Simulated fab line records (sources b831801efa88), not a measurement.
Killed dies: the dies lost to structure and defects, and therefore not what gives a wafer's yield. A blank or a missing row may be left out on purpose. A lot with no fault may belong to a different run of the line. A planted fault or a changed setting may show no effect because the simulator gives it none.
8D (eight disciplines) problem report, filled in by code    flow gf180mcu    the parts of the form that need people (team, actions taken, sign-off) are left out

== 1. PROBLEM STATEMENT ==
cd_nm at GF_M3_CD_MEAS_14 reads a mean of 271.9 nm on 3 wafers of 2 lots; wafers without a fault read 279.5 nm with a standard deviation of 0.96. That is -8.0 standard deviations from the usual mean.
The step: target cd 280 nm.
The first sign was on wafer L123.4 at day 23 18:25, on cd_sem-02. The record has a number at this step for 38 wafers belonging to 13 lots. Rule for "out" (also "out of limits"): further than 4 standard deviations from the usual mean. The other wafers with a number count as sound.

== 2. WHAT THIS IS AND IS NOT ==
question                     is                      is not
which readings at this step  cd_nm                   -
which lots                   L123, L126              L117, L119, L120, L121, L133, L135, L136, L137, L138, L139, L140
which wafers of those lots   L123.4, L123.6, L126.4  L123.2, L126.2
read on which gauges         cd_sem-02               cd_sem-01
when                         from day 23 18:25       up to then (13 sound wafers); but 22 sound wafers of L126, L133, L135, L136, L137, L138, L139, L140 came after

== 3. THE SUSPECTS, EACH WITH WHAT RULES IT OUT ==
Counting: if a tool at a process step up to the reading ran every lot that is out, it stays a suspect. Sound lots after the first of them don't rule it out here, since some wafers of a struck lot are sound.
- the gauge at GF_M3_CD_MEAS_14: kept. All the wafers that are out were read on cd_sem-02, and no step on other tools shows them out.
- krf_scanner-01 at GF_M3_EXPOSE_11 (exposes mask Metal3, target cd 280 nm): kept. It ran every lot that is out, first L123 (day 23 06:56); its last sound lot up to then is L120 (day 22 05:55).
What counting leaves: krf_scanner-01 at GF_M3_EXPOSE_11 and cd_sem-02 at GF_M3_CD_MEAS_14.

== 4. THE CAUSE (what the simulator had put in) ==
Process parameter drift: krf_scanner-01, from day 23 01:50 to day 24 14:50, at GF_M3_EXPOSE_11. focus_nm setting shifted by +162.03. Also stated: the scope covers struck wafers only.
Of the 2 suspects that counting leaves, this tool is one.

== 5. THE EFFECT CHAIN, in route order ==
Each row: a reading where the mean over the struck wafers with a number is more than 3 standard deviations away from the usual. Only readings for which the record gives a usual standard deviation are gone through. hours: the time from each lot's start at the first step in this table that gives one to its start at this step, as a median over the lots. sigmas: the change in usual standard deviations.
hours  step              reading  usual     on struck wafers  change  sigmas
0      GF_M3_CD_MEAS_14  cd_nm    279.5 nm  271.9             -7.6    -8.0
At these later measuring or inspecting steps, every struck wafer for which the step has a row has a number for every such reading, and none has moved that far: GF_V3_BOW_MEAS_05.

== 6. WHAT WOULD HAVE CAUGHT IT SOONER ==
17 hours passed between the start of the fault at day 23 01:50 and the first reading out of limits at a measuring or inspecting step in this record, taken at day 23 18:25.
Tool readings at GF_M3_EXPOSE_11 with a usual standard deviation given in the record: none out on any struck wafer, hence no alarm at a limit of 4 standard deviations on them.
Of the lots that are out (2), L126 began GF_M3_EXPOSE_11 on krf_scanner-01 after day 23 18:25. A hold on the tool at that time would have spared it.
